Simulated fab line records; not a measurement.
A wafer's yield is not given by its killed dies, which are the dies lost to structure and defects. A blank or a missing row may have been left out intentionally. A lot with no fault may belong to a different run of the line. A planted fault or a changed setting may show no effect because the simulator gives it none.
One fault seen from 2 desks ; flow gf180mcu ; each desk has only its own numbers; what lay behind them comes last

FROM THE METROLOGY DESK
What the gauges read, lot by lot, whatever tool the lot ran on: means of the sampled wafers that have a number. A lot is out of limits, marked OUT, if its mean lies more than 4 standard deviations from the usual mean; the brackets give that distance.
Columns: A = cdNm at GF_HV_LDD_CD_MEAS_31, usual 399.5 nm
lot;first seen here;A
L211;day 11 12:49;399.1
L212;day 11 20:10;397.8
L213;day 12 06:02;400.6
L216;day 13 04:30;397.1
L217;day 13 09:13;400.0
L218;day 13 19:17;400.5
L219;day 14 04:04;404.9
L223;day 15 14:15;398.2
L224;day 15 17:39;406.1
L225;day 16 03:08;402.5
L231;day 17 21:26;397.9
L232;day 18 06:08;398.7
L233;day 18 14:47;400.7
L234;day 19 03:01;396.1
Result from this desk: across the 14 lots, nothing is out of limits.

FOR THE TOOL OWNER'S DESK: lithoTrack-02
The tool's own readings at GF_HV_LDD_COAT_26 (resist thk 1000 nm): means of the sampled wafers that have a number, for each lot that ran on this tool. A lot is out of limits, marked OUT, if its mean lies more than 4 standard deviations from the usual mean; the brackets give that distance.
Columns: A = dispensePressureKPa at GF_HV_LDD_COAT_26, usual 49 kPa
lot;first seen here;A
L212;day 11 10:45;49
L216;day 12 18:27;49
L219;day 13 17:20;49
L223;day 15 04:03;49
L224;day 15 06:30;49
L225;day 15 16:09;49
Result from this desk: across the 6 lots, nothing is out of limits.

ALL TOGETHER
Metrology desk: nothing out of limits seen.
The tool owner's desk saw nothing out of limits.

WHAT THE SIMULATOR HAD INSERTED
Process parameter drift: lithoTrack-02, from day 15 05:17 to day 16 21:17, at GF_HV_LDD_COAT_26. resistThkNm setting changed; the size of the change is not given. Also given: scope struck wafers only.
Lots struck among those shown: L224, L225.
